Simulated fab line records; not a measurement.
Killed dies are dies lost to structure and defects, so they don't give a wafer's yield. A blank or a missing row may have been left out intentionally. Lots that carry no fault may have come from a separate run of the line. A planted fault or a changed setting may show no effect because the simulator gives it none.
What tool caused it?    flow gf180mcu    Sampling: 9 lots, 27 wafers, 4 of 602 route steps

== WHAT THE GAUGES SHOWED, per wafer ==
GF_MIM_RS_MEAS_10: measures by four-point-probe.
lot   measured      on             MIM_ALCU_RS (ohm/sq)
L210  day 25 04:01  film_metro-01  0.1582 0.1586 0.1570
L212  day 25 21:13  film_metro-03  0.1596 0.1643 0.1642
L216  day 27 07:16  film_metro-01  0.1634 0.1610 0.1608
L221  day 28 19:38  film_metro-01  0.1590 0.1618 0.1619
L226  day 30 00:11  film_metro-02  0.1983 0.1930 0.1969
L225  day 30 01:05  film_metro-02  0.1991 0.1977 0.2018
L229  day 30 18:31  film_metro-02  0.1633 0.1606 0.1642
L230  day 31 08:26  film_metro-02  0.1631 0.1637 0.1610
L231  day 31 11:35  film_metro-02  0.1613 0.1671 0.1626

== TOOL THAT RAN EACH LOT (tool first, then ch and the chambers of the sampled wafers, then the start) ==
lot   GF_M4_SPUTTER_00              GF_V4_ETCH_16                       GF_MIM_SPUTTER_08
L210  pvd_sputter-04, day 23 04:44  rie_diel-01 ch 0,3, day 25 02:14    pvd_sputter-02, day 25 03:56
L212  pvd_sputter-01, day 23 22:59  rie_diel-01 ch 1,2, day 25 19:26    pvd_sputter-03, day 25 21:09
L216  pvd_sputter-04, day 25 09:23  rie_diel-01 ch 1,2,3, day 27 05:29  pvd_sputter-03, day 27 07:12
L221  pvd_sputter-02, day 27 00:20  rie_diel-01 ch 1,3, day 28 17:50    pvd_sputter-02, day 28 19:35
L226  pvd_sputter-01, day 28 07:09  rie_diel-03 ch 0,1,2, day 29 22:19  pvd_sputter-02, day 30 00:05
L225  pvd_sputter-02, day 28 07:48  rie_diel-04 ch 1,2, day 29 23:16    pvd_sputter-02, day 30 01:02
L229  pvd_sputter-02, day 29 02:15  rie_diel-01 ch 1,2,3, day 30 16:36  pvd_sputter-01, day 30 18:24
L230  pvd_sputter-02, day 29 16:52  rie_diel-01 ch 2,3, day 31 06:40    pvd_sputter-01, day 31 08:23
L231  pvd_sputter-01, day 29 19:43  rie_diel-03 ch 1,2,3, day 31 09:49  pvd_sputter-01, day 31 11:32
- GF_M4_SPUTTER_00: material Ti, target thk 37.5 nm, time 150 s.
- GF_V4_ETCH_16: etches BARC in N2/H2.
- GF_MIM_SPUTTER_08: material AlCu, target thk 200 nm, time 10.6 s.

== THE ANSWER, worked out from the rows above alone ==
Rule: what is usual is taken from the lots themselves. The widest of any qualifying gaps counts: lots, ordered by their means at a reading, are off when they make up no more than a third of the lots, leave a main group of 4 or more, and stand apart from it by 3 or more times the standard deviation of that group's means. A main group is skipped when, at the precision printed for the reading in the tables above, its means are all equal. A lot without any number at a reading at which 4 lots or more have one is off too. All remaining lots with rows at the step are treated as sound.
Off: L226, L225, seen at GF_MIM_RS_MEAS_10 (MIM_ALCU_RS). Mean 0.1617 ohm/sq and standard deviation 0.0018 in the main group.
If a tool, at a process step before that reading, ran all the lots that are off and no sound lot after the first of them, it fits. Gauges at GF_MIM_RS_MEAS_10: tried the same way as those tools. One fits: pvd_sputter-02 at GF_MIM_SPUTTER_08. A fault onset in the window from L221 (day 28 19:35, its last sound lot) to L226 (day 30 00:05, its first lot off) fits.

== WHAT HAD BEEN PUT IN BY THE SIMULATOR ==
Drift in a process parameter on pvd_sputter-02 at GF_MIM_SPUTTER_08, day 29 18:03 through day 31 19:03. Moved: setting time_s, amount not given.
Struck lots among those shown: L226, L225. The same result came from the rule above.
